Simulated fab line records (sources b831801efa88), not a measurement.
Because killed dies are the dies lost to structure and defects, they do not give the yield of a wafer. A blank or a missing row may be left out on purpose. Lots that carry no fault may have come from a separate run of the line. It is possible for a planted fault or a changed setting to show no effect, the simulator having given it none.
fab line records    flow sky130
[record] lots = 6  wafers = 18  last-day = 50
route steps=708 shown SONOS_ONO@180 GATE_OXIDE@187 PAD_OPEN@708
lots that met no fault: taken from a fault-free run of the same line
start-h: the number of hours between the record's first day and the start of the first shown wafer of the lot    wait-h: hours from the lot's prior step to this one    " same as the row above    L1.1+2: a row that stands for several wafers    - no value, or no start given    * or withheld: withheld    < > ~ a bound
route shown NAME@n: a module of which the file shows steps, and the number in the route of the first    usual: mean and standard deviation over wafers with no fault    same: alike in all rows    chamber/n: place in a boat    sites: readings site by site    _std_site: the standard deviation of these    _edge_site: mean of outer sites minus mean of inner sites    radius-mm: how far each site lies from the wafer's centre    mask NAME#n: copy n    behind: the tool/chamber that last shaped the wafer    hold: what put the lot on hold/how long, in hours/how the hold closed    device: the transistor (n, p or np) that didn't switch    end of line: the route-end tests of the same wafers    step lacking rows: just its recipe    killed: dies lost to structure and defects at the first sort, not the wafer's yield    map: per-die view of a wafer (x killed, . not killed, _ where there is no die)
set.NAME: the setting the step ran with; set.NAME@STEP: the setting that earlier step ran with    model.NAME: the simulator's own value behind a step, which no gauge read
lots seen at some steps along the route; tables by step, rows by wafer
services: the hour from which a tool's chamber was out of use, counted from the record's first day as start-h (under 0 if before that day), plus the number of hours and why
[[steps]]
[step SKY_SONOS_ONO_DEVELOP_12]
[recipe] develop-time-s = 60  dev-temp-c = 23
[step SKY_SONOS_ONO_CD_MEAS_13]
[recipe] target-cd-nm = 410
[usual] cd-nm = 409.4/2.5
lot.wafer  tool       chamber  start-h  wait-h  cd-nm
L666.1     cd-sem-02  -        281.02   0.1     406.8
L666.3     "          -        "        "       406.0
L666.4     "          -        "        "       406.2
L673.3     cd-sem-01  -        335.50   0.1     406.5
L673.4     "          -        "        "       407.9
L673.6     "          -        "        "       406.5
L674.2     cd-sem-02  -        344.29   0.1     409.3
L674.3     "          -        "        "       408.1
L674.4     "          -        "        "       409.7
L684.2     cd-sem-01  -        429.67   0.1     410.9
L684.4     "          -        "        "       410.6
L684.6     "          -        "        "       409.7
L685.1     cd-sem-02  -        443.07   0.1     412.2
L685.2     "          -        "        "       413.1
L685.5     "          -        "        "       411.7
L689.1     cd-sem-01  -        471.10   0.1     411.5
L689.2     "          -        "        "       411.9
L689.4     "          -        "        "       411.1
[step SKY_SONOS_ONO_OVL_MEAS_14]
[usual] SONOS_ONO_OVL = 1.4/1.2
lot.wafer  tool        chamber  start-h  wait-h  SONOS_ONO_OVL[nm]
L666.1     overlay-02  -        281.14   0.1     0.1
L666.3     "           -        "        "       0.4
L666.4     "           -        "        "       3.5
L673.3     overlay-01  -        335.59   0.1     -0.2
L673.4     "           -        "        "       1.9
L673.6     "           -        "        "       1.4
L674.2     overlay-01  -        344.40   0.1     2.5
L674.3     "           -        "        "       1.6
L674.4     "           -        "        "       1.2
L684.2     overlay-01  -        429.78   0.1     1.1
L684.4     "           -        "        "       1.7
L684.6     "           -        "        "       2.4
L685.1     overlay-02  -        443.19   0.1     2.0
L685.2     "           -        "        "       1.7
L685.5     "           -        "        "       1.6
L689.1     overlay-02  -        471.22   0.1     0.0
L689.2     "           -        "        "       -1.5
L689.4     "           -        "        "       0.8
[step SKY_SONOS_ONO_ETCH_15]
[recipe] target-depth-nm = 19.52  chemistry = CHF3/O2  source-w = 600  bias-w = 200  pressure-mtorr = 40  chf3-flow-sccm = 50  O2_flow_sccm = 5  time-s = 7.8
[usual] drypump-motor-current-A = 5.8/0.55  oes-product-au = 0.999/0.0098  throttle-valve-pct = 8.825/0.0094
lot.wafer  tool         chamber  start-h  wait-h  drypump-motor-current-A  oes-product-au  rf-hours-counter-h  throttle-valve-pct
L666.1     rie-diel-03  0        281.18   0.0     6.6                      0.993           34                  8.820
L666.3     "            2        "        "       5.1                      0.978           5                   8.841
L666.4     "            3        "        "       4.6                      1.010           -                   8.813
L673.3     rie-diel-02  3        335.61   0.0     6.0                      0.991           32                  8.826
L673.4     "            1        "        "       5.9                      1.003           26                  8.829
L673.6     "            3        "        "       6.0                      0.996           -                   8.816
L674.2     rie-diel-02  0        344.43   0.0     6.0                      1.003           22                  8.820
L674.3     "            1        "        "       5.8                      1.002           26                  8.825
L674.4     "            2        "        "       5.8                      1.000           87                  8.834
L684.2     rie-diel-03  2        429.81   0.0     5.1                      0.994           7                   8.813
L684.4     "            3        "        "       4.6                      1.000           17                  8.812
L684.6     "            3        "        "       4.6                      1.018           -                   8.827
L685.1     rie-diel-04  3        443.23   0.0     6.6                      1.019           5                   8.809
L685.2     "            1        "        "       6.1                      1.005           7                   8.828
L685.5     "            0        "        "       5.6                      1.006           -                   8.824
L689.1     rie-diel-03  0        471.26   0.0     6.6                      0.994           38                  8.817
L689.2     "            3        "        "       4.6                      0.998           18                  8.826
L689.4     "            2        "        "       5.1                      0.980           8                   8.821
[step SKY_SONOS_ONO_WET_ETCH_16]
[recipe] chemistry = dHF  target-depth-nm = 14  dry = n2-spin  target = SiO2  dilution = 100:1  temp-c = 25  time-s = 280
[step SKY_SONOS_ONO_STRIP_17]
[recipe] chemistry = O2/N2  power-w = 1400  pressure-mtorr = 1500  platen-temp-c = withheld  o2-flow-sccm = 3000  n2-flow-sccm = 300  overash-fraction = 0.5
[usual] drypump-motor-current-A = 6.0/0.62  oes-product-au = 0.710/0.0044  strip-time-to-endpoint-s = 14.10/0.036
lot.wafer  tool             chamber  start-h  wait-h  drypump-motor-current-A  oes-product-au  rf-hours-counter-h  strip-time-to-endpoint-s
L666.1     plasma-asher-02  1        281.29   0.0     4.8                      0.700           15                  14.02
L666.3     "                1        "        "       4.8                      0.703           -                   14.06
L666.4     "                0        "        "       6.5                      0.719           -                   14.06
L673.3     plasma-asher-02  1        335.75   0.0     4.9                      0.711           -                   14.13
L673.4     "                0        "        "       6.6                      0.712           -                   14.08
L673.6     "                1        "        "       4.9                      0.710           -                   14.06
L674.2     plasma-asher-01  1        344.54   0.0     5.7                      0.709           68                  14.05
L674.3     "                0        "        "       5.9                      0.708           -                   14.05
L674.4     "                1        "        "       5.7                      0.704           -                   14.04
L684.2     plasma-asher-02  0        430.00   0.0     6.5                      0.715           30                  14.12
L684.4     "                0        "        "       6.5                      0.707           -                   14.11
L684.6     "                1        "        "       4.9                      0.712           -                   14.12
L685.1     plasma-asher-04  1        443.34   0.0     6.4                      0.716           1                   14.10
L685.2     "                0        "        "       6.5                      0.708           1                   14.10
L685.5     "                0        "        "       6.5                      0.714           -                   14.14
L689.1     plasma-asher-04  1        471.38   0.0     6.4                      0.705           4                   14.10
L689.2     "                0        "        "       6.4                      0.705           4                   14.14
L689.4     "                0        "        "       6.5                      0.706           -                   14.14
[step SKY_SONOS_ONO_WET_ETCH_18]
[recipe] chemistry = H3PO4  target-depth-nm = 15  target = Si3N4  temp-c = 160  time-s = 172
[step SKY_GATE_OXIDE_CLEAN_00]
[recipe] chemistry = SC1/SC2  mix = 1:4:20  temp-c = 70  time-s = 150  dry = n2-spin
[step SKY_GATE_OXIDE_OXIDATION_01]
[recipe] temp-c = 900  ambient = O2  stabilise-s = 600  purge-s = 300  target-thk-a = 102.68  ox-time-s = 1473
[step SKY_GATE_OXIDE_THK_MEAS_02]
[recipe] reads = SiO2_of_GATE_OXIDE_OXIDATION_01
[usual] GATE_OXIDE_OXIDATION_00_THK = 10.33/0.2
lot.wafer  tool           chamber  start-h  wait-h  GATE_OXIDE_OXIDATION_00_THK[nm]
L666.1     film-metro-03  -        283.86   0.0     10.20
L666.3     "              -        "        "       10.24
L666.4     "              -        "        "       10.31
L673.3     film-metro-04  -        337.35   0.0     10.59
L673.4     "              -        "        "       10.58
L673.6     "              -        "        "       10.48
L674.2     film-metro-02  -        346.16   0.0     10.59
L674.3     "              -        "        "       10.50
L674.4     "              -        "        "       10.49
L684.2     film-metro-03  -        433.66   0.0     9.90
L684.4     "              -        "        "       9.95
L684.6     "              -        "        "       10.08
L685.1     film-metro-02  -        445.46   0.0     10.21
L685.2     "              -        "        "       10.18
L685.5     "              -        "        "       10.23
L689.1     film-metro-04  -        473.00   0.0     10.38
L689.2     "              -        "        "       10.38
L689.4     "              -        "        "       10.49
[step SKY_GATE_OXIDE_DEHYDRATE_03]
[recipe] temp-c = 200  time-s = 60
[step SKY_GATE_OXIDE_HMDS_04]
[recipe] prime-time-s = 60  prime-temp-c = 120
[step SKY_GATE_OXIDE_COAT_05]
[recipe] resist = NOVOLAK  spin-rpm = 3000  resist-thk-nm = 1140
[usual] chill-plate-temp-C = 23.01/0.093  dispense-pressure-kPa = 49.8/2.7  exhaust-pa = 44.9/0.91  resist-line-temp-C = 23.03/0.11
lot.wafer  tool            chamber  start-h  wait-h  chill-plate-temp-C  dispense-pressure-kPa  exhaust-pa  resist-line-temp-C
L666.1     litho-track-04  0        296.06   0.1     22.95               51.9                   42.3        22.97
L666.3     "               0        "        "       23.06               51.9                   42.1        23.14
L666.4     "               0        "        "       23.07               51.9                   43.5        23.15
L673.3     litho-track-03  -        351.29   0.1     -                   -                      -           -
L673.4     "               -        "        "       -                   -                      -           -
L673.6     "               -        "        "       -                   -                      -           -
L674.2     litho-track-04  -        359.53   0.1     -                   -                      -           -
L674.3     "               -        "        "       -                   -                      -           -
L674.4     "               -        "        "       -                   -                      -           -
L684.2     litho-track-01  0        448.80   0.1     23.06               46.3                   43.8        23.13
L684.4     "               0        "        "       22.97               46.4                   44.6        23.05
L684.6     "               0        "        "       23.22               46.4                   44.8        23.07
L685.1     litho-track-01  0        460.72   0.1     23.13               46.4                   46.3        23.08
L685.2     "               0        "        "       23.10               46.4                   45.7        23.15
L685.5     "               0        "        "       23.17               46.4                   44.8        23.08
L689.1     litho-track-04  0        488.15   0.1     22.97               52.0                   43.7        23.07
L689.2     "               0        "        "       22.97               52.0                   44.5        23.21
L689.4     "               0        "        "       22.82               52.0                   43.2        22.90
[step SKY_GATE_OXIDE_SOFTBAKE_06]
[recipe] temp-c = 90  time-s = 60  resist = NOVOLAK
[step SKY_GATE_OXIDE_EXPOSE_07]
[recipe] mask-id = LVOM  na = 0.6  source-shape = conventional  sigma-outer = 0.6  polarization = unpolarized  target-cd-nm = 600  dose-mj = 170
[step SKY_GATE_OXIDE_PEB_08]
[recipe] temp-c = withheld  time-s = *  resist = NOVOLAK
[step SKY_GATE_OXIDE_DEVELOP_09]
[recipe] resist = NOVOLAK  developer = TMAH  develop-time-s = 60  dev-temp-c = 23
[step SKY_GATE_OXIDE_OVL_MEAS_10]
[usual] GATE_OXIDE_OVL = -0.7/1.3
lot.wafer  tool        chamber  start-h  wait-h  GATE_OXIDE_OVL[nm]
L666.1     overlay-02  -        309.11   0.1     0.7
L666.3     "           -        "        "       -1.0
L666.4     "           -        "        "       -0.1
L673.3     overlay-02  -        364.78   0.1     -
L673.4     "           -        "        "       -
L673.6     "           -        "        "       -
L674.2     overlay-02  -        373.53   0.1     -
L674.3     "           -        "        "       -
L674.4     "           -        "        "       -
L684.2     overlay-01  -        464.41   0.1     -0.3
L684.4     "           -        "        "       0.1
L684.6     "           -        "        "       -1.2
L685.1     overlay-01  -        476.05   0.1     -0.4
L685.2     "           -        "        "       -0.2
L685.5     "           -        "        "       0.4
L689.1     overlay-01  -        503.70   0.1     -1.8
L689.2     "           -        "        "       -1.5
L689.4     "           -        "        "       -0.1
[step SKY_GATE_OXIDE_IMPLANT_11]
[recipe] species = B  energy-kev = 10  dose-cm2 = 2.6e+12  tilt-deg = withheld
[step SKY_PAD_OPEN_PROBE_99]
[usual] killed_at_M0_to_M3 = 43/7.6  killed_at_M4_up = 2.9/1.7  killed-at-contacts = 24/5.5  killed-at-front-end = 15/4.2  killed-at-other = 0.3/0.52  killed-dies = 86/9.4  killed-on-rim = 17/4  killed-open = 47/7  killed-short = 39/6.4
[same] gross-dies = 492  killed-at-back-side = 0
lot.wafer  tool       chamber  start-h  wait-h  killed_at_M0_to_M3  killed_at_M4_up  killed-at-contacts  killed-at-front-end  killed-at-other  killed-dies  killed-on-rim  killed-open  killed-short
L673.3     prober-01  -        1121.08  0.2     46                  4                16                  425                  1                492          96             39           44
L673.4     prober-01  -        1121.13  0.2     50                  0                15                  427                  0                492          96             49           27
L673.6     prober-01  -        1121.23  0.2     35                  4                20                  433                  0                492          96             32           35
L674.2     prober-02  -        1122.53  0.1     49                  4                18                  420                  1                492          96             44           40
L674.3     prober-02  -        1122.58  0.2     44                  1                26                  421                  0                492          96             49           35
L674.4     prober-02  -        1122.63  0.2     38                  2                34                  418                  0                492          96             54           36
L689.1     prober-01  -        1198.83  0.1     42                  3                20                  25                   0                90           14             51           38
L689.2     prober-01  -        1198.88  0.1     47                  2                21                  16                   0                86           18             40           44
L689.4     prober-01  -        1198.98  0.2     47                  3                12                  15                   0                77           13             40           37
// killed by level:class
L673.3 GATE_OXIDE:area-expose=408 VIA3:geometric-particle:open=9 VIA1:geometric-particle:open=8 CONTACT:geometric-particle:short=6 METAL1:geometric-particle:short=6 VIA1:geometric-particle:short=6 VIA2:geometric-particle:open=6 FIELD_ISO:geometric-particle:short=5
L673.4 GATE_OXIDE:area-expose=416 VIA1:geometric-particle:open=17 VIA3:geometric-particle:open=8 VIA2:geometric-particle:open=7 METAL3:geometric-particle:short=5 LI_CONTACT:geometric-particle:open=4 CONTACT:geometric-particle:short=4 CONTACT:geometric-particle:open=4
L673.6 GATE_OXIDE:area-expose=425 CONTACT:geometric-particle:open=9 METAL1:geometric-particle:short=6 METAL2:geometric-particle:short=6 VIA1:geometric-particle:open=6 CONTACT:geometric-particle:short=5 FIELD_ISO:geometric-particle:short=3 LI_CONTACT:geometric-particle:open=3
L674.2 GATE_OXIDE:area-expose=406 VIA3:geometric-particle:open=9 CONTACT:geometric-particle:open=8 METAL2:geometric-particle:short=7 VIA1:geometric-particle:open=7 VIA2:geometric-particle:open=6 FIELD_ISO:geometric-particle:short=4 CONTACT:geometric-particle:short=4
L674.3 GATE_OXIDE:area-expose=406 VIA2:geometric-particle:open=12 CONTACT:geometric-particle:open=12 METAL2:geometric-particle:short=7 CONTACT:geometric-particle:short=6 VIA3:geometric-particle:open=5 FIELD_ISO:geometric-particle:short=4 VIA1:geometric-particle:open=4
L674.4 GATE_OXIDE:area-expose=402 CONTACT:geometric-particle:open=16 VIA3:geometric-particle:open=9 VIA1:geometric-particle:open=8 LI_CONTACT:geometric-particle:open=7 CONTACT:geometric-particle:short=7 FIELD_ISO:geometric-particle:short=5 METAL2:geometric-particle:short=5
L689.1 FIELD_ISO:geometric-particle:open=9 FIELD_ISO:geometric-particle:short=9 VIA1:geometric-particle:open=8 VIA3:geometric-particle:open=8 CONTACT:geometric-particle:open=6 LI_CONTACT:geometric-particle:open=5 LOCAL_INTERCONNECT:geometric-particle:short=5 VIA3:geometric-particle:short=5
L689.2 LI_CONTACT:geometric-particle:open=8 VIA1:geometric-particle:open=8 METAL1:geometric-particle:short=8 VIA3:geometric-particle:open=7 VIA1:geometric-particle:short=6 METAL2:geometric-particle:short=6 FIELD_ISO:geometric-particle:short=5 CONTACT:geometric-particle:open=5
L689.4 METAL2:geometric-particle:short=8 VIA3:geometric-particle:open=7 VIA1:geometric-particle:open=7 VIA2:geometric-particle:open=7 CONTACT:geometric-particle:short=6 METAL1:geometric-particle:short=6 FIELD_ISO:geometric-particle:open=5 POLY_GATE:geometric-particle:short=4
// map L673.3 (x killed, . not)
__________xxxxxxxxxx_________
________xxxxxxxxxxxxxx_______
______xxxxxxxxxxxxxxxxxx_____
_____xxxxxxxxxxxxxxxxxxxx____
____xxxxxxxxxxxxxxxxxxxxxx___
___xxxxxxxxxxxxxxxxxxxxxxxx__
__xxxxxxxxxxxxxxxxxxxxxxxxxx_
_xxxxxxxxxxxxxxxxxxxxxxxxxxxx
_xxxxxxxxxxxxxxxxxxxxxxxxxxxx
_xxxxxxxxxxxxxxxxxxxxxxxxxxxx
_xxxxxxxxxxxxxxxxxxxxxxxxxxxx
_xxxxxxxxxxxxxxxxxxxxxxxxxxxx
_xxxxxxxxxxxxxxxxxxxxxxxxxxxx
_xxxxxxxxxxxxxxxxxxxxxxxxxxxx
_xxxxxxxxxxxxxxxxxxxxxxxxxxxx
__xxxxxxxxxxxxxxxxxxxxxxxxxx_
___xxxxxxxxxxxxxxxxxxxxxxxx__
____xxxxxxxxxxxxxxxxxxxxxx___
_____xxxxxxxxxxxxxxxxxxxx____
______xxxxxxxxxxxxxxxxxx_____
________xxxxxxxxxxxxxx_______
__________xxxxxxxxxx_________
// map L674.2 (x killed, . not)
__________xxxxxxxxxx_________
________xxxxxxxxxxxxxx_______
______xxxxxxxxxxxxxxxxxx_____
_____xxxxxxxxxxxxxxxxxxxx____
____xxxxxxxxxxxxxxxxxxxxxx___
___xxxxxxxxxxxxxxxxxxxxxxxx__
__xxxxxxxxxxxxxxxxxxxxxxxxxx_
_xxxxxxxxxxxxxxxxxxxxxxxxxxxx
_xxxxxxxxxxxxxxxxxxxxxxxxxxxx
_xxxxxxxxxxxxxxxxxxxxxxxxxxxx
_xxxxxxxxxxxxxxxxxxxxxxxxxxxx
_xxxxxxxxxxxxxxxxxxxxxxxxxxxx
_xxxxxxxxxxxxxxxxxxxxxxxxxxxx
_xxxxxxxxxxxxxxxxxxxxxxxxxxxx
_xxxxxxxxxxxxxxxxxxxxxxxxxxxx
__xxxxxxxxxxxxxxxxxxxxxxxxxx_
___xxxxxxxxxxxxxxxxxxxxxxxx__
____xxxxxxxxxxxxxxxxxxxxxx___
_____xxxxxxxxxxxxxxxxxxxx____
______xxxxxxxxxxxxxxxxxx_____
________xxxxxxxxxxxxxx_______
__________xxxxxxxxxx_________
[[services]]
tool             chamber  start-h  hours  kind
rie-diel-03      1        279.59   5.6    repair
plasma-asher-01  -        281.11   2.8    pm
plasma-asher-02  -        286.43   2.3    repair
rie-diel-03      1        288.15   -      clean
rie-diel-03      1        288.15   29.6   scheduled-down
rie-diel-03      1        288.15   29.6   vent-cycle
rie-diel-04      3        290.82   2.8    repair
plasma-asher-02  -        315.89   3.8    repair
rie-diel-04      3        316.39   5.5    repair
rie-diel-02      -        327.08   0.8    repair
plasma-asher-01  -        346.57   3.3    pm
rie-diel-02      3        351.90   2.9    repair
litho-track-04   -        371.28   -      consumable-replace:filter
plasma-asher-01  -        381.34   15.6   pm
plasma-asher-04  -        385.59   1.0    repair
rie-diel-03      2        389.40   8.9    repair
plasma-asher-04  -        413.98   1.1    repair
plasma-asher-02  -        417.11   0.5    repair
plasma-asher-04  -        421.25   9.0    pm
plasma-asher-04  0        421.25   9.0    vent-cycle
plasma-asher-04  1        421.25   9.0    vent-cycle
plasma-asher-04  0        430.25   -      clean
plasma-asher-01  -        445.88   14.6   pm
rie-diel-04      1        460.00   9.6    repair
[[key]]
[first-sign] step = SKY_GATE_OXIDE_COAT_05  reading = tool-record  direction = missing
[effect] step = SKY_GATE_OXIDE_OVL_MEAS_10  reading = GATE_OXIDE_OVL  direction = missing
[effect] step = SKY_PAD_OPEN_PROBE_99  reading = killed-at-front-end  direction = up  sigmas = 97  usual = 15  struck = 424
[more-kills-born-at] SKY_GATE_OXIDE_EXPOSE_07@iline-stepper-02 = 2463
met-at SKY_GATE_OXIDE_COAT_05
struck-wafers L673.3,L673.4,L673.6,L674.2,L674.3,L674.4
later-rows-left-out L673.3,L673.4,L673.6,L674.2,L674.3,L674.4
tester-left-out L673,L674
onset-between 296.06 351.29
[fault] kind = skipped-step-whole  tool = litho-track-03,litho-track-04  chamber = -  onset-h = 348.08  steps = SKY_GATE_OXIDE_COAT_05  scope = struck-lots-only
// tester-left-out: of these lots the tester's yield and bins aren't shown, on N5 and GAA mostly nor the transistor test; their killed dies are dies lost to structure and defects alone, not to doping, threshold or leakage, so they don't give the yield
// later-rows-left-out: the simulator's readings of these wafers behind a module that went badly wrong aren't trusted and aren't shown, but for the sort
